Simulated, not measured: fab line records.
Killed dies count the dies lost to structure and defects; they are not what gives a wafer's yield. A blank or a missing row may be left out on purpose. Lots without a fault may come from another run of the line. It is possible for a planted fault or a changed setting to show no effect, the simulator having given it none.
Struck lot and sound lot, side by side -- flow sky130 -- 43 steps out of a route of 708
Sound: wafers L587.2, L587.3, L587.6. Wafers struck: L596.1, L596.2, L596.6. The cause is given at the end.
Order at every step that has rows: each side's tool, ch and its chambers, its first start. Under that, the readings that differ: sound wafers -- struck wafers -- difference of the means -- sigmas: that difference in standard deviations of wafers without a fault.
alike: same words and numbers on both sides, and readings whose means sit less than 2 such deviations apart. not compared: any withheld reading, any reading some wafer has no value for, any bound like >300 that may hide the same value, and any number with overlapping values for which the record gives no deviation.
The two part at a step that has a row with sigmas, a row that says differs or no value, or rows on one side only. Non-overlapping numbers with no deviation appear without sigmas and do not part them. Lack of a reading on every wafer of one side parts them only where that side has two or more wafers.

SKY_LDD_HVN_OVL_MEAS_07:
  sound on overlay-02 at day 21 08:24; struck on overlay-02 at day 24 17:08
  alike: LDD_HVN_OVL
next, for these wafers, 1 step has no rows: SKY_LDD_HVN_IMPLANT_08.
SKY_LDD_HVN_STRIP_09: strips in O2/N2.
  sound on plasma asher-01 ch 1, day 21 08:35; struck on plasma asher-01 ch 0,1, day 24 17:19
reading,sound,struck,difference,sigmas
oes product au (a.u.),0.400 0.403 0.399,0.415 0.411 0.414,+0.013,+3
  alike: drypump motor current A, strip time to endpoint s
  not compared: rf hours counter h
SKY_LDD_HVN_TW_MEAS_10:
  sound on film metro-04 at day 21 08:41; struck on film metro-01 at day 24 17:25
  alike: LDD_HVN_TW
then, 7 steps without rows for these wafers: SKY_LDD_HVP_DEHYDRATE_00 (time 60 s); SKY_LDD_HVP_HMDS_01 (prime time 60 s); SKY_LDD_HVP_COAT_02 (resist thk 300 nm); SKY_LDD_HVP_SOFTBAKE_03 (time 60 s); SKY_LDD_HVP_EXPOSE_04 (exposes mask HVPTM, target cd 700 nm); SKY_LDD_HVP_PEB_05; SKY_LDD_HVP_DEVELOP_06 (develop time 60 s).
SKY_LDD_HVP_OVL_MEAS_07:
  sound on overlay-01 at day 22 14:11; struck on overlay-02 at day 25 22:41
  alike: LDD_HVP_OVL
SKY_LDD_HVP_IMPLANT_08:
  sound on implanter-02 ch 0, day 22 14:14; struck on implanter-03 ch 0, day 25 22:43
SKY_LDD_HVP_STRIP_09: strips in O2/N2.
  sound on plasma asher-02 ch 0,1, day 22 14:22; struck on plasma asher-01 ch 0,1, day 25 22:55
  alike: drypump motor current A, oes product au, strip time to endpoint s
  not compared: rf hours counter h
SKY_LDD_HVP_TW_MEAS_10:
  sound on film metro-01 at day 22 14:28; struck on film metro-02 at day 25 23:01
  alike: LDD_HVP_TW
then, 7 steps without rows for these wafers: SKY_LDD_LDN_DEHYDRATE_00 (time 60 s); SKY_LDD_LDN_HMDS_01 (prime time 60 s); SKY_LDD_LDN_COAT_02 (resist thk 1140 nm); SKY_LDD_LDN_SOFTBAKE_03 (time 60 s); SKY_LDD_LDN_EXPOSE_04 (exposes mask LDNTM, target cd 700 nm); SKY_LDD_LDN_PEB_05; SKY_LDD_LDN_DEVELOP_06 (develop time 60 s).
SKY_LDD_LDN_OVL_MEAS_07:
  sound on overlay-01 at day 23 19:32; struck on overlay-01 at day 27 03:08
  alike: LDD_LDN_OVL
then, 4 steps without rows for these wafers: SKY_LDD_LDN_IMPLANT_08; SKY_LDD_LDN_IMPLANT_09; SKY_LDD_LDN_IMPLANT_10; SKY_LDD_LDN_IMPLANT_11.
SKY_LDD_LDN_STRIP_12: strips in O2/N2.
  sound on plasma asher-02 ch 0,1, day 23 20:10; struck on plasma asher-03 ch 0,1, day 27 03:46
reading,sound,struck,difference,sigmas
oes product au (a.u.),0.714 0.706 0.711,0.724 0.721 0.721,+0.012,+3
  alike: drypump motor current A, strip time to endpoint s
  not compared: rf hours counter h
SKY_LDD_LDN_TW_MEAS_13:
  sound on film metro-04 at day 23 20:17; struck on film metro-02 at day 27 03:52
  alike: LDD_LDN_TW
then, 2 steps without rows for these wafers: SKY_LDD_LDN_CLEAN_14 (cleans in SC1/SC2, time 150 s); SKY_SPACER_CVD_00 (deposits Si3N4 from DCS/NH3, target thk 43.1 nm, time 740 s).
SKY_SPACER_THK_MEAS_01:
  sound on film metro-01 at day 23 21:38; struck on film metro-02 at day 27 05:11
  alike: SPACER_CVD_00_THK
SKY_SPACER_ETCHBACK_02: etches Si3N4 in CH3F/O2, stops on SiO2, time 46.7 s, target depth 45 nm.
  sound on rie diel-03 ch 0,2,3, day 23 21:41; struck on rie diel-03 ch 0,1,3, day 27 05:14
  alike: drypump motor current A, oes product au, rf fwd power W, throttle valve pct
  not compared: rf hours counter h
then, 8 steps without rows for these wafers: SKY_POLY_CUT_DEHYDRATE_00 (time 60 s); SKY_POLY_CUT_HMDS_01 (prime time 60 s); SKY_POLY_CUT_COAT_02 (resist thk 60 nm); SKY_POLY_CUT_COAT_03 (resist thk 450 nm); SKY_POLY_CUT_SOFTBAKE_04 (time 90 s); SKY_POLY_CUT_EXPOSE_05 (exposes mask NPCM, target cd 270 nm); SKY_POLY_CUT_PEB_06; SKY_POLY_CUT_DEVELOP_07 (develop time 60 s).
SKY_POLY_CUT_CD_MEAS_08 targets a cd of 270 nm.
  sound on cd sem-01 at day 25 04:07; struck on cd sem-02 at day 28 09:05
  alike: cd nm
-- record jumps: 20 days separate the struck wafers' starts on either side; left off in module POLY_CUT, taken up again in module PAD_OPEN, whose first shown step is the route's number 708 --
SKY_PAD_OPEN_PROBE_99:
  sound on prober-02 at day 46 09:00; struck on prober-01 at day 48 13:15
reading,sound,struck,difference,sigmas
model.etest.tip_p_5v.rs ohm sq range,71.26 57.67 74.9,247.2 329.5 296.5,+223.1,
  alike: killed_at_M0_to_M3, killed_at_M4_up, killed at contacts, killed at front end, killed at other, killed dies, killed open, killed short

WHERE THEY PART
Last at SKY_LDD_LDN_STRIP_12 as far as this record goes, first at SKY_LDD_HVN_STRIP_09. Later steps at which nothing parts them and some readings are alike: SKY_LDD_LDN_TW_MEAS_13, SKY_SPACER_THK_MEAS_01, SKY_SPACER_ETCHBACK_02, SKY_POLY_CUT_CD_MEAS_08, SKY_PAD_OPEN_PROBE_99.

WHY: what the simulator had put in
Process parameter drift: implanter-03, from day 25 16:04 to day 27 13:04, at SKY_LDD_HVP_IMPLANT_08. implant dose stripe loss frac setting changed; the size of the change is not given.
